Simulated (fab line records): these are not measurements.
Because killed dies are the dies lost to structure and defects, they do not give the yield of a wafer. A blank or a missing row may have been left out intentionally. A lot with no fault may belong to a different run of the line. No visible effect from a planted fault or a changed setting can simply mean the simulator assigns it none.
Which tool is to blame? ; flow sky130 ; Sampling: 12 lots, 36 wafers, 5 of 708 route steps

## WHAT THE GAUGES SHOWED, per wafer
The record lacks any reading of a measuring or inspecting step that a usual standard deviation could be used to judge.

## WHICH TOOL RAN EACH LOT (tool, then ch and the chambers of the sampled wafers, then the start)
lot;SKY_POLY_CUT_ETCH_10;SKY_METAL3_ETCH_16;SKY_VIA3_ETCH_14;SKY_VIA3_CVD_21;SKY_PAD_OPEN_PROBE_99
L887;rieDiel-01 ch 1,2,3, day 23 22:53;rieMetal-01 ch 0, day 38 08:20;rieDiel-02 ch 0,2,3, day 39 11:20;cvdW-02 ch 0,1, day 39 12:06;prober-01, day 45 15:20
L889;rieDiel-02 ch 0,2,3, day 25 03:07;rieMetal-03 ch 0,1, day 39 05:00;rieDiel-04 ch 0,1,3, day 40 06:26;cvdW-02 ch 0,1, day 40 07:12;-
L890;rieDiel-02 ch 0,2,3, day 26 09:41;rieMetal-03 ch 0,1, day 40 08:32;rieDiel-03 ch 1,2, day 41 10:20;cvdW-02 ch 0,1, day 41 11:07;-
L892;rieDiel-03 ch 0,2,3, day 26 10:01;rieMetal-04 ch 0,1, day 40 08:48;rieDiel-04 ch 0,1,2, day 41 10:28;cvdW-01 ch 0, day 41 11:14;-
L893;rieDiel-02 ch 0,3, day 26 15:13;rieMetal-04 ch 0,1, day 40 14:03;rieDiel-02 ch 1,2, day 41 15:28;cvdW-02 ch 0,1, day 41 16:14;-
L894;rieDiel-01 ch 0,2,3, day 26 20:22;rieMetal-03 ch 0,1, day 40 16:01;rieDiel-04 ch 0,1,2, day 41 17:50;cvdW-02 ch 0,1, day 41 18:36;-
L897;rieDiel-01 ch 0,2, day 28 05:04;rieMetal-04 ch 0, day 41 20:22;rieDiel-02 ch 1,3, day 42 20:58;cvdW-02 ch 0,1, day 42 21:43;prober-01, day 48 12:07
L900;rieDiel-01 ch 1,2,3, day 28 23:31;rieMetal-03 ch 0,1, day 42 13:20;rieDiel-02 ch 0,3, day 43 14:05;cvdW-02 ch 0,1, day 43 14:53;prober-01, day 48 22:36
L903;rieDiel-03 ch 0,1,3, day 29 16:25;rieMetal-03 ch 0,1, day 43 04:24;rieDiel-02 ch 0,1,2, day 44 04:08;cvdW-02 ch 0,1, day 44 04:54;prober-02, day 49 12:41
L905;rieDiel-02 ch 0,1,2, day 30 15:07;rieMetal-01 ch 0,1, day 43 21:58;rieDiel-04 ch 0,1, day 44 23:14;cvdW-01 ch 0,1, day 45 00:01;-
L906;rieDiel-02 ch 0,1,2, day 31 03:13;rieMetal-03 ch 1, day 44 04:48;rieDiel-03 ch 0,1, day 45 02:35;cvdW-01 ch 1, day 45 03:25;-
L907;rieDiel-03 ch 0,2,3, day 31 07:59;rieMetal-01 ch 0,1, day 44 13:55;rieDiel-04 ch 1,2,3, day 45 12:25;cvdW-02 ch 0,1, day 45 13:11;-
- SKY_POLY_CUT_ETCH_10: etches BARC in N2/H2, stops on SiO2, time 45.9 s, target depth 60 nm.
- SKY_METAL3_ETCH_16: etches BARC in N2/H2, stops on SiO2, time 88.2 s, target depth 60 nm.
- SKY_VIA3_ETCH_14: etches BARC in N2/H2, stops on SiO2, time 45.9 s, target depth 60 nm.
- SKY_VIA3_CVD_21: deposits W, target thk 390 nm, time 117.31 s.
- SKY_PAD_OPEN_PROBE_99

## AS READ BY THE TOOLS THEMSELVES (means over the sampled wafers that have a number; for cases with no such wafer, the mark the record gives instead)
SKY_POLY_CUT_ETCH_10. Usual: drypumpMotorCurrentA 5.8 A, standard deviation 0.4; oesProductAu 0.856 a.u., standard deviation 0.0053; throttleValvePct 13.224 %, standard deviation 0.008.
lot;tool;drypumpMotorCurrentA (A);oesProductAu (a.u.);throttleValvePct (%);flag
L887;rieDiel-01;5.3;0.857;13.223;
L889;rieDiel-02;5.8;0.850;13.224;
L890;rieDiel-02;5.8;0.857;13.220;
L892;rieDiel-03;6.2;0.854;13.227;
L893;rieDiel-02;5.6;0.859;13.225;
L894;rieDiel-01;5.3;0.857;13.225;
L897;rieDiel-01;5.5;0.855;13.224;
L900;rieDiel-01;5.3;0.859;13.223;
L903;rieDiel-03;6.0;0.861;13.227;
L905;rieDiel-02;5.9;0.855;13.223;
L906;rieDiel-02;5.9;0.860;13.215;
L907;rieDiel-03;6.2;0.857;13.226;

SKY_METAL3_ETCH_16. Usual: drypumpMotorCurrentA 5.6 A, standard deviation 0.56; oesProductAu 0.626 a.u., standard deviation 0.0051; throttleValvePct 13.206 %, standard deviation 0.0094.
lot;tool;drypumpMotorCurrentA (A);oesProductAu (a.u.);throttleValvePct (%);flag
L887;rieMetal-01;5.6;0.621;13.196;
L889;rieMetal-03;5.8;0.623;13.202;
L890;rieMetal-03;6.2;0.623;13.200;
L892;rieMetal-04;5.3;0.627;13.217;
L893;rieMetal-04;5.3;0.623;13.206;
L894;rieMetal-03;6.2;0.625;13.207;
L897;rieMetal-04;6.2;0.625;13.207;
L900;rieMetal-03;6.2;0.621;13.206;
L903;rieMetal-03;6.2;0.629;13.208;
L905;rieMetal-01;5.5;0.626;13.209;
L906;rieMetal-03;5.5;0.628;13.203;
L907;rieMetal-01;5.5;0.629;13.207;

SKY_VIA3_ETCH_14. Usual: drypumpMotorCurrentA 5.9 A, standard deviation 0.3; oesProductAu 0.855 a.u., standard deviation 0.0053; throttleValvePct 13.225 %, standard deviation 0.0085.
lot;tool;drypumpMotorCurrentA (A);oesProductAu (a.u.);throttleValvePct (%);flag
L887;rieDiel-02;5.8;0.858;13.227;
L889;rieDiel-04;5.6;0.858;13.226;
L890;rieDiel-03;6.1;0.856;13.230;
L892;rieDiel-04;5.8;0.857;13.234;
L893;rieDiel-02;6.0;0.852;13.227;
L894;rieDiel-04;5.8;0.861;13.220;
L897;rieDiel-02;5.7;0.854;13.234;
L900;rieDiel-02;5.6;0.856;13.219;
L903;rieDiel-02;5.9;0.856;13.222;
L905;rieDiel-04;5.8;0.851;13.224;
L906;rieDiel-03;5.8;0.859;13.221;
L907;rieDiel-04;5.5;0.859;13.223;

SKY_VIA3_CVD_21. Usual: 784 W for heaterPowerW, sd 56.
lot;tool;heaterPowerW (W);flag
L887;cvdW-02;802;
L889;cvdW-02;809;
L890;cvdW-02;809;
L892;cvdW-01;831;
L893;cvdW-02;787;
L894;cvdW-02;816;
L897;cvdW-02;805;
L900;cvdW-02;793;
L903;cvdW-02;792;
L905;cvdW-01;722;
L906;cvdW-01;679;
L907;cvdW-02;795;

SKY_PAD_OPEN_PROBE_99. Usual: killed_at_M0_to_M3 44, standard deviation 6.6; killed_at_M4_up 3.0, standard deviation 2; killedAtContacts 24, standard deviation 5.1; killedAtFrontEnd 15, standard deviation 4.1; killedAtOther 0.4, standard deviation 0.62; killedDies 86, standard deviation 9.3; killedOnRim 17, standard deviation 3.7; killedOpen 46, standard deviation 6.8; killedShort 40, standard deviation 5.8.
lot;tool;killed_at_M0_to_M3;killed_at_M4_up;killedAtContacts;killedAtFrontEnd;killedAtOther;killedDies;killedOnRim;killedOpen;killedShort;flag
L887;prober-01;44;5.0;26;15;0.0;90;18;46;44;
L897;prober-01;46;2.7;20;13;0.0;82;14;40;41;
L900;prober-01;51;2.7;23;27;0.3;105;22;49;42;
L903;prober-02;52;5.7;23;14;0.3;95;22;53;42;

## THE ANSWER, worked out from the rows above alone
Rule: lot off if the mean of its wafers having a number is beyond 3 standard deviations from the usual mean. Also off: a lot with no number at a reading for which 4 or more lots have one. Where the step has rows for the other lots, those lots are counted as sound. The gauges are gone through in route order, then the tools' own readings, and for those a lot's mean is taken as printed above. The first step at which some lot is off is used, and at that step the reading that is off furthest; a lot without a number counts as furthest.
None of the lots is off at any reading shown; this tells nothing.

## WHAT THE SIMULATOR HAD PUT IN
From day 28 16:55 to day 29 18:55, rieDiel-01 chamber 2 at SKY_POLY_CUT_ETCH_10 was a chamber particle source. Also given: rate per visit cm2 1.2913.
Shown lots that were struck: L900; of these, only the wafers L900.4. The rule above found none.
